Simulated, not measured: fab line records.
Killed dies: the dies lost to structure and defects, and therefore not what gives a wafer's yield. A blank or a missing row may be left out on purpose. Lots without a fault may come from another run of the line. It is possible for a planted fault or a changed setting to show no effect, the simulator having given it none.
Struck lot and sound lot, side by side :: flow sky130 :: 43 out of 708 route steps
Sound: the wafers L362.2, L362.4, L362.6. Struck: wafer L381.3. (L381.5 of the same lot was not struck and is left out.) The cause comes at the end.
Order at every step that has rows: each side's tool, ch and its chambers, its first start. Under that, the readings that differ: sound wafers :: struck wafers :: difference of the means :: sigmas: that difference in standard deviations of wafers without a fault.
alike: words and numbers the same on both sides, and readings whose means are apart by under 2 such deviations; not compared: readings that were withheld, readings missing a value for some wafer, numbers with overlapping values and no deviation given by the record, and bounds like >300 which may hide the same value.
The two part at a step that has a row with sigmas, a row that says differs or no value, or rows on one side only. Numbers that have no deviation but don't overlap get no sigmas and don't part them. Lack of a reading on every wafer of one side parts them only where that side has two or more wafers.

first, 1 step without rows for these wafers: SKY_LDD_N_IMPLANT_15.
SKY_LDD_N_STRIP_16: strips in O2/N2.
  sound on plasma asher-04 ch 0,1, day 18 12:41; struck on plasma asher-01 ch 1, day 25 15:16
  alike: drypump motor current A, oes product au, strip time to endpoint s
  not compared: rf hours counter h
SKY_LDD_N_TW_MEAS_17:
  struck on film metro-03, day 25 15:21; sound on film metro-04, day 18 12:48
  alike: LDD_N_TW
then, 7 steps without rows for these wafers: SKY_LDD_P_DEHYDRATE_00 (time 60 s); SKY_LDD_P_HMDS_01 (prime time 60 s); SKY_LDD_P_COAT_02 (resist thk 1140 nm); SKY_LDD_P_SOFTBAKE_03 (time 60 s); SKY_LDD_P_EXPOSE_04 (exposes mask PSDM, target cd 380 nm); SKY_LDD_P_PEB_05; SKY_LDD_P_DEVELOP_06 (develop time 60 s).
SKY_LDD_P_CD_MEAS_07: the cd target is 380 nm.
  struck on cd sem-02, day 26 20:39; sound on cd sem-02, day 19 19:08
  alike: cd nm
SKY_LDD_P_OVL_MEAS_08:
  struck on overlay-02, day 26 20:44; sound on overlay-02, day 19 19:14
  alike: LDD_P_OVL
SKY_LDD_P_IMPLANT_09:
  sound on implanter-03 ch 0, day 19 19:17; struck on implanter-04 ch 0, day 26 20:49
SKY_LDD_P_STRIP_10: strips in O2/N2.
  sound on plasma asher-04 ch 0,1, day 19 19:25; struck on plasma asher-01 ch 1, day 26 20:57
  alike: drypump motor current A, oes product au, strip time to endpoint s
  not compared: rf hours counter h
SKY_LDD_P_TW_MEAS_11:
  struck on film metro-01, day 26 21:02; sound on film metro-02, day 19 19:31
  alike: LDD_P_TW
then, 7 steps without rows for these wafers: SKY_LDD_HVN_DEHYDRATE_00 (time 60 s); SKY_LDD_HVN_HMDS_01 (prime time 60 s); SKY_LDD_HVN_COAT_02 (resist thk 300 nm); SKY_LDD_HVN_SOFTBAKE_03 (time 60 s); SKY_LDD_HVN_EXPOSE_04 (exposes mask HVNTM, target cd 700 nm); SKY_LDD_HVN_PEB_05; SKY_LDD_HVN_DEVELOP_06 (develop time 60 s).
SKY_LDD_HVN_OVL_MEAS_07:
  struck on overlay-01, day 28 02:19; sound on overlay-02, day 21 00:46
  alike: LDD_HVN_OVL
after that, 1 step had no rows for these wafers: SKY_LDD_HVN_IMPLANT_08.
SKY_LDD_HVN_STRIP_09: strips in O2/N2.
  sound on plasma asher-04 ch 0,1, day 21 00:56; struck on plasma asher-02 ch 1, day 28 02:32
reading: strip time to endpoint s (s)
sound: 4.145 4.160 4.152
struck: 4.124
difference: -0.028
sigmas: -2
  alike: drypump motor current A, oes product au
  not compared: rf hours counter h
SKY_LDD_HVN_TW_MEAS_10:
  struck on film metro-04, day 28 02:37; sound on film metro-03, day 21 01:03
  alike: LDD_HVN_TW
then, 7 steps without rows for these wafers: SKY_LDD_HVP_DEHYDRATE_00 (time 60 s); SKY_LDD_HVP_HMDS_01 (prime time 60 s); SKY_LDD_HVP_COAT_02 (resist thk 300 nm); SKY_LDD_HVP_SOFTBAKE_03 (time 60 s); SKY_LDD_HVP_EXPOSE_04 (exposes mask HVPTM, target cd 700 nm); SKY_LDD_HVP_PEB_05; SKY_LDD_HVP_DEVELOP_06 (develop time 60 s).
SKY_LDD_HVP_OVL_MEAS_07:
  struck on overlay-02, day 29 06:43; sound on overlay-02, day 22 08:01
  alike: LDD_HVP_OVL
after that, 1 step had no rows for these wafers: SKY_LDD_HVP_IMPLANT_08.
SKY_LDD_HVP_STRIP_09: strips in O2/N2.
  sound on plasma asher-03 ch 0,1, day 22 08:11; struck on plasma asher-03 ch 0, day 29 06:55
  alike: drypump motor current A, oes product au, strip time to endpoint s
  not compared: rf hours counter h
SKY_LDD_HVP_TW_MEAS_10:
  struck on film metro-03, day 29 07:00; sound on film metro-02, day 22 08:18
  alike: LDD_HVP_TW
then, 5 steps without rows for these wafers: SKY_LDD_LDN_DEHYDRATE_00 (time 60 s); SKY_LDD_LDN_HMDS_01 (prime time 60 s); SKY_LDD_LDN_COAT_02 (resist thk 1140 nm); SKY_LDD_LDN_SOFTBAKE_03 (time 60 s); SKY_LDD_LDN_EXPOSE_04 (exposes mask LDNTM, target cd 700 nm).
-- a jump in the record: the struck wafers' starts before and after are 21 days apart (it breaks off in module LDD_LDN and resumes in module PAD_OPEN, where the first step shown is number 708 of the route) --
SKY_PAD_OPEN_PROBE_99:
  struck on prober-02, day 50 18:17; sound on prober-01, day 46 04:22
reading: model.etest.tip p.rs ohm sq range
sound: 189.7 228.6 198.3
struck: 1916
difference: +1710
sigmas: 

reading: model.etest.tip p.rs ohm sq rim less centre
sound: -52.45 98.01 -20.19
struck: 514.3
difference: +505.8
sigmas: 

reading: model.etest.pfet_01v8.drive ua um range
sound: 8.409 9.852 11.2
struck: 13.92
difference: +4.10
sigmas: 

reading: model.etest.pfet_01v8.vt v range
sound: 0.01903 0.01923 0.0132
struck: 0.0335
difference: +0.0163
sigmas: 
  alike: killed_at_M0_to_M3, killed_at_M4_up, killed at contacts, killed at front end, killed at other, killed dies, killed open, killed short

## WHERE THEY PART
At SKY_LDD_HVN_STRIP_09 and nowhere else, as far as this record goes. Later steps at which nothing parts them and some readings are alike: SKY_LDD_HVN_TW_MEAS_10, SKY_LDD_HVP_OVL_MEAS_07, SKY_LDD_HVP_STRIP_09, SKY_LDD_HVP_TW_MEAS_10, SKY_PAD_OPEN_PROBE_99.

WHY: what the simulator had put in
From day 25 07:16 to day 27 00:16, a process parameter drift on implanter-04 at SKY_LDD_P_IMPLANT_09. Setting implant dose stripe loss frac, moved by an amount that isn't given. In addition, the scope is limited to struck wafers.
